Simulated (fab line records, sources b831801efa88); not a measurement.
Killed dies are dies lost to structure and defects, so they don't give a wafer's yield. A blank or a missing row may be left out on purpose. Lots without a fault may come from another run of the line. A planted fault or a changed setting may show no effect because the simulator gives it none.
Chamber matching | flow gf180mcu | GF_CONTACT_CVD_00 on hdpcvd-01: 3 sister chambers
The step deposits SiO2, target thk 300 nm, time 50 s. 18 wafers are shown with their chamber, then 8 later ones without.

WAFERS WITH THEIR CHAMBER
wafer  | chamber | sih4_flow_sccm (sccm)
L514.2 | 0       | 60.24
L514.3 | 2       | 60.03
L514.5 | 1       | 59.98
L515.2 | 1       | 59.87
L515.3 | 0       | 59.96
L515.6 | 2       | 59.68
L516.1 | 1       | 60.13
L516.4 | 0       | 60.05
L516.6 | 1       | 59.84
L517.1 | 0       | 60.10
L517.2 | 1       | 59.63
L517.6 | 1       | 59.99
L518.2 | 0       | 59.86
L518.3 | 1       | 60.06
L518.6 | 1       | 60.03
L522.1 | 0       | 59.98
L522.2 | 1       | 60.08
L522.6 | 2       | 59.91

SIGNATURES (means of the wafers above)
reading        | chamber 0 | chamber 1 | chamber 2 | scatter within a chamber
sih4_flow_sccm | 60.0317   | 59.9567   | 59.8733   | 0.15
Rule: a wafer's distance from a chamber is the root of the sum, over the readings, of the square of ((its reading less the chamber's mean) divided by the reading's scatter). The wafer belongs to the nearest chamber; if the next one is less than 2 further off, it can't be placed. The scatter: the root of (the sum of the squares of (reading less its chamber's mean) over the shown wafers, divided by (wafers less chambers)).

WAFERS WITHOUT THEIR CHAMBER
wafer  | sih4_flow_sccm (sccm)
L523.1 | 60.13
L523.4 | 59.89
L523.5 | 59.93
L525.1 | 60.02
L525.4 | 60.01
L525.5 | 60.12
L528.4 | 60.06
L529.3 | 59.74

WHICH CHAMBER EACH WENT THROUGH
wafer  | from the rows above          | in truth
L523.1 | can't be placed: 0 or 1 or 2 | 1
L523.4 | can't be placed: 2 or 1 or 0 | 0
L523.5 | can't be placed: 1 or 2 or 0 | 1
L525.1 | can't be placed: 0 or 1 or 2 | 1
L525.4 | can't be placed: 0 or 1 or 2 | 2
L525.5 | can't be placed: 0 or 1 or 2 | 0
L528.4 | can't be placed: 0 or 1 or 2 | 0
L529.3 | can't be placed: 2 or 1 or 0 | 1
Placed correctly: 0 of 8. Can't be placed from these rows: 8 (the true chamber is among the candidates in 8). Placed wrongly: 0.
